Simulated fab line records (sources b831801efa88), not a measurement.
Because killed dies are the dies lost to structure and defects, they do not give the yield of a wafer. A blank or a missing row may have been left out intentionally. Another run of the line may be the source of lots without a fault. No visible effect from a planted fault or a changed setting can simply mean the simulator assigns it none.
Which tool is to blame? :: flow gf180mcu :: 12 lots, 36 wafers sampled, at 5 steps of a route of 602

== WHAT EACH GAUGE READ, for each wafer ==
GF_V1_RS_MEAS_24: the measuring method here is four-point-probe.
lot: L218
measured: day 18 01:28
on: film-metro-02
V1_W_RS (ohm/sq): 0.326 0.329 0.330

lot: L220
measured: day 18 21:57
on: film-metro-02
V1_W_RS (ohm/sq): 0.331 0.324 0.321

lot: L227
measured: day 21 16:06
on: film-metro-01
V1_W_RS (ohm/sq): 0.322 0.327 0.334

lot: L228
measured: day 22 04:30
on: film-metro-03
V1_W_RS (ohm/sq): 0.323 0.324 0.327

lot: L229
measured: day 22 09:54
on: film-metro-01
V1_W_RS (ohm/sq): 0.327 0.327 0.322

lot: L235
measured: day 24 07:26
on: film-metro-01
V1_W_RS (ohm/sq): 0.327 0.326 0.321

lot: L236
measured: day 24 14:02
on: film-metro-03
V1_W_RS (ohm/sq): 0.331 0.328 0.330

lot: L237
measured: day 24 20:22
on: film-metro-03
V1_W_RS (ohm/sq): 0.328 0.322 0.328

lot: L238
measured: day 25 06:05
on: film-metro-02
V1_W_RS (ohm/sq): 0.327 0.328 0.324

lot: L239
measured: day 25 16:27
on: film-metro-02
V1_W_RS (ohm/sq): 0.332 0.331 0.327

lot: L240
measured: day 25 23:05
on: film-metro-02
V1_W_RS (ohm/sq): 0.321 0.325 0.329

lot: L241
measured: day 26 02:43
on: film-metro-01
V1_W_RS (ohm/sq): 0.327 0.329 0.325

GF_M3_RS_MEAS_05: the measuring method here is four-point-probe.
lot: L218
measured: day 20 06:04
on: film-metro-01
M3_ALCU_RS (ohm/sq): 0.0684 0.0688 0.0691

lot: L220
measured: day 21 02:56
on: film-metro-01
M3_ALCU_RS (ohm/sq): 0.0697 0.0693 0.0699

lot: L227
measured: day 23 18:30
on: film-metro-01
M3_ALCU_RS (ohm/sq): 0.0683 0.0689 0.0684

lot: L228
measured: day 24 06:26
on: film-metro-03
M3_ALCU_RS (ohm/sq): 0.0706 0.0704 0.0707 0.0706 0.0702 0.0706

lot: L229
measured: day 24 11:02
on: film-metro-01
M3_ALCU_RS (ohm/sq): 0.0691 0.0696 0.0695 0.0690 0.0696 0.0695

lot: L235
measured: day 26 06:11
on: film-metro-01
M3_ALCU_RS (ohm/sq): 0.0690 0.0680 0.0688

lot: L236
measured: day 26 12:44
on: film-metro-03
M3_ALCU_RS (ohm/sq): 0.0685 0.0687 0.0687

lot: L237
measured: day 26 17:58
on: film-metro-03
M3_ALCU_RS (ohm/sq): 0.0683 0.0687 0.0686

lot: L238
measured: day 27 03:55
on: film-metro-01
M3_ALCU_RS (ohm/sq): 0.0688 0.0683 0.0690

lot: L239
measured: day 27 14:52
on: film-metro-04
M3_ALCU_RS (ohm/sq): 0.0679 0.0680 0.0678

lot: L240
measured: day 27 19:29
on: film-metro-04
M3_ALCU_RS (ohm/sq): 0.0691 0.0691 0.0694

lot: L241
measured: day 27 22:28
on: film-metro-01
M3_ALCU_RS (ohm/sq): 0.0697 0.0698 0.0690

GF_M3_OVL_MEAS_15.
lot: L218
measured: day 21 06:28
on: overlay-02
M3_OVL (nm): -1 2 1

lot: L220
measured: day 22 01:55
on: overlay-01
M3_OVL (nm): 2 3 2

lot: L227
measured: day 24 15:43
on: overlay-02
M3_OVL (nm): 1 -11 -3

lot: L228
measured: day 25 04:45
on: overlay-01
M3_OVL (nm): -7 2 1

lot: L229
measured: day 25 08:31
on: overlay-01
M3_OVL (nm): 2 6 0

lot: L235
measured: day 27 02:40
on: overlay-01
M3_OVL (nm): 3 1 -3

lot: L236
measured: day 27 09:37
on: overlay-01
M3_OVL (nm): 6 11 3

lot: L237
measured: day 27 14:43
on: overlay-01
M3_OVL (nm): -5 -5 2

lot: L238
measured: day 27 23:55
on: overlay-01
M3_OVL (nm): 1 -4 -3

lot: L239
measured: day 28 10:28
on: overlay-01
M3_OVL (nm): 2 1 -3

lot: L240
measured: day 28 14:58
on: overlay-01
M3_OVL (nm): -4 -3 -3

lot: L241
measured: day 28 18:18
on: overlay-01
M3_OVL (nm): 4 3 -2

== TOOL THAT RAN EACH LOT (tool first, then ch and the chambers of the sampled wafers, then the start) ==
lot: L218
GF_M2_SPUTTER_01: pvd-sputter-01, day 18 02:03
GF_M3_SPUTTER_01: pvd-sputter-02, day 20 05:56

lot: L220
GF_M2_SPUTTER_01: pvd-sputter-01, day 18 22:32
GF_M3_SPUTTER_01: pvd-sputter-02, day 21 02:49

lot: L227
GF_M2_SPUTTER_01: pvd-sputter-04, day 21 16:40
GF_M3_SPUTTER_01: pvd-sputter-02, day 23 18:21

lot: L228
GF_M2_SPUTTER_01: pvd-sputter-01, day 22 05:05
GF_M3_SPUTTER_01: pvd-sputter-03, day 24 06:19

lot: L229
GF_M2_SPUTTER_01: pvd-sputter-01, day 22 10:28
GF_M3_SPUTTER_01: pvd-sputter-02, day 24 10:53

lot: L235
GF_M2_SPUTTER_01: pvd-sputter-01, day 24 08:00
GF_M3_SPUTTER_01: pvd-sputter-03, day 26 06:03

lot: L236
GF_M2_SPUTTER_01: pvd-sputter-04, day 24 14:49
GF_M3_SPUTTER_01: pvd-sputter-02, day 26 12:35

lot: L237
GF_M2_SPUTTER_01: pvd-sputter-02, day 24 20:56
GF_M3_SPUTTER_01: pvd-sputter-02, day 26 17:50

lot: L238
GF_M2_SPUTTER_01: pvd-sputter-01, day 25 06:37
GF_M3_SPUTTER_01: pvd-sputter-02, day 27 03:44

lot: L239
GF_M2_SPUTTER_01: pvd-sputter-04, day 25 17:11
GF_M3_SPUTTER_01: pvd-sputter-02, day 27 14:45

lot: L240
GF_M2_SPUTTER_01: pvd-sputter-04, day 25 23:39
GF_M3_SPUTTER_01: pvd-sputter-02, day 27 19:21

lot: L241
GF_M2_SPUTTER_01: pvd-sputter-04, day 26 03:18
GF_M3_SPUTTER_01: pvd-sputter-03, day 27 22:20
- GF_M2_SPUTTER_01: material TiN, target thk 30 nm, time 25 s.
- GF_M3_SPUTTER_01: material TiN, target thk 30 nm, time 25 s.

== WHAT THE TOOLS THEMSELVES READ (means of the sampled wafers that have a number; where no wafer has one, the mark that the record gives instead) ==
GF_M2_SPUTTER_01.
lot: L218
tool: pvd-sputter-01
cathode-dc-power-W (W): 6500.2
chamber-pressure-pa (Pa): 0.4001
throttle-valve-pct (%): 29.9

lot: L220
tool: pvd-sputter-01
cathode-dc-power-W (W): 6500.6
chamber-pressure-pa (Pa): 0.4001
throttle-valve-pct (%): 29.6

lot: L227
tool: pvd-sputter-04
cathode-dc-power-W (W): 6499.6
chamber-pressure-pa (Pa): 0.3996
throttle-valve-pct (%): 29.9

lot: L228
tool: pvd-sputter-01
cathode-dc-power-W (W): 6500.8
chamber-pressure-pa (Pa): 0.3999
throttle-valve-pct (%): 29.2

lot: L229
tool: pvd-sputter-01
cathode-dc-power-W (W): 6500.3
chamber-pressure-pa (Pa): 0.3997
throttle-valve-pct (%): 29.7

lot: L235
tool: pvd-sputter-01
cathode-dc-power-W (W): 6500.9
chamber-pressure-pa (Pa): 0.4002
throttle-valve-pct (%): 29.7

lot: L236
tool: pvd-sputter-04
cathode-dc-power-W (W): 6501.4
chamber-pressure-pa (Pa): 0.3996
throttle-valve-pct (%): 29.9

lot: L237
tool: pvd-sputter-02
cathode-dc-power-W (W): 6501.1
chamber-pressure-pa (Pa): 0.3994
throttle-valve-pct (%): 29.4

lot: L238
tool: pvd-sputter-01
cathode-dc-power-W (W): 6500.5
chamber-pressure-pa (Pa): 0.3998
throttle-valve-pct (%): 29.3

lot: L239
tool: pvd-sputter-04
cathode-dc-power-W (W): 6500.2
chamber-pressure-pa (Pa): 0.3992
throttle-valve-pct (%): 30.6

lot: L240
tool: pvd-sputter-04
cathode-dc-power-W (W): 6499.6
chamber-pressure-pa (Pa): 0.4001
throttle-valve-pct (%): 30.7

lot: L241
tool: pvd-sputter-04
cathode-dc-power-W (W): 6499.4
chamber-pressure-pa (Pa): 0.4000
throttle-valve-pct (%): 31.3

GF_M3_SPUTTER_01.
lot: L218
tool: pvd-sputter-02
cathode-dc-power-W (W): 6500.0
chamber-pressure-pa (Pa): 0.4008
throttle-valve-pct (%): 29.3

lot: L220
tool: pvd-sputter-02
cathode-dc-power-W (W): 6501.1
chamber-pressure-pa (Pa): 0.3998
throttle-valve-pct (%): 29.4

lot: L227
tool: pvd-sputter-02
cathode-dc-power-W (W): 6500.1
chamber-pressure-pa (Pa): 0.3997
throttle-valve-pct (%): 29.1

lot: L228
tool: pvd-sputter-03
cathode-dc-power-W (W): -
chamber-pressure-pa (Pa): -
throttle-valve-pct (%): -

lot: L229
tool: pvd-sputter-02
cathode-dc-power-W (W): -
chamber-pressure-pa (Pa): -
throttle-valve-pct (%): -

lot: L235
tool: pvd-sputter-03
cathode-dc-power-W (W): 6498.4
chamber-pressure-pa (Pa): 0.4000
throttle-valve-pct (%): 31.3

lot: L236
tool: pvd-sputter-02
cathode-dc-power-W (W): 6499.5
chamber-pressure-pa (Pa): 0.3995
throttle-valve-pct (%): 29.1

lot: L237
tool: pvd-sputter-02
cathode-dc-power-W (W): 6499.8
chamber-pressure-pa (Pa): 0.3994
throttle-valve-pct (%): 29.2

lot: L238
tool: pvd-sputter-02
cathode-dc-power-W (W): 6498.9
chamber-pressure-pa (Pa): 0.3996
throttle-valve-pct (%): 29.5

lot: L239
tool: pvd-sputter-02
cathode-dc-power-W (W): 6500.4
chamber-pressure-pa (Pa): 0.4004
throttle-valve-pct (%): 29.0

lot: L240
tool: pvd-sputter-02
cathode-dc-power-W (W): 6500.8
chamber-pressure-pa (Pa): 0.4002
throttle-valve-pct (%): 29.6

lot: L241
tool: pvd-sputter-03
cathode-dc-power-W (W): 6500.2
chamber-pressure-pa (Pa): 0.4003
throttle-valve-pct (%): 30.6

== THE ANSWER, worked out from the rows above alone ==
Rule: usual is defined by the lots themselves. The widest of any qualifying gaps counts: lots, ordered by their means at a reading, are off when they make up no more than a third of the lots, leave a main group of 4 or more, and stand apart from it by 3 or more times the standard deviation of that group's means. Not used: any main group whose means are identical at the precision the tables above print for the reading. Also off: a lot with no number at a reading for which 4 or more lots have one. Any other lot the step has rows for is counted as sound. The gauges are gone through in route order, then the tools' own readings, and for those a lot's mean is taken as printed above. The first step at which some lot is off is used, and at that step the reading that is off furthest; a lot without a number counts as furthest.
Off: L228, L229, at GF_M3_SPUTTER_01 (cathode-dc-power-W). Without a number there: L228, L229. The main group: mean 6499.9 W, standard deviation 0.78.
If a tool, at that step or one of the process steps before it, ran each lot that is off and ran no sound lot following the first of them, it fits. Of those tried, none fits.

== WHAT HAD BEEN PUT IN BY THE SIMULATOR ==
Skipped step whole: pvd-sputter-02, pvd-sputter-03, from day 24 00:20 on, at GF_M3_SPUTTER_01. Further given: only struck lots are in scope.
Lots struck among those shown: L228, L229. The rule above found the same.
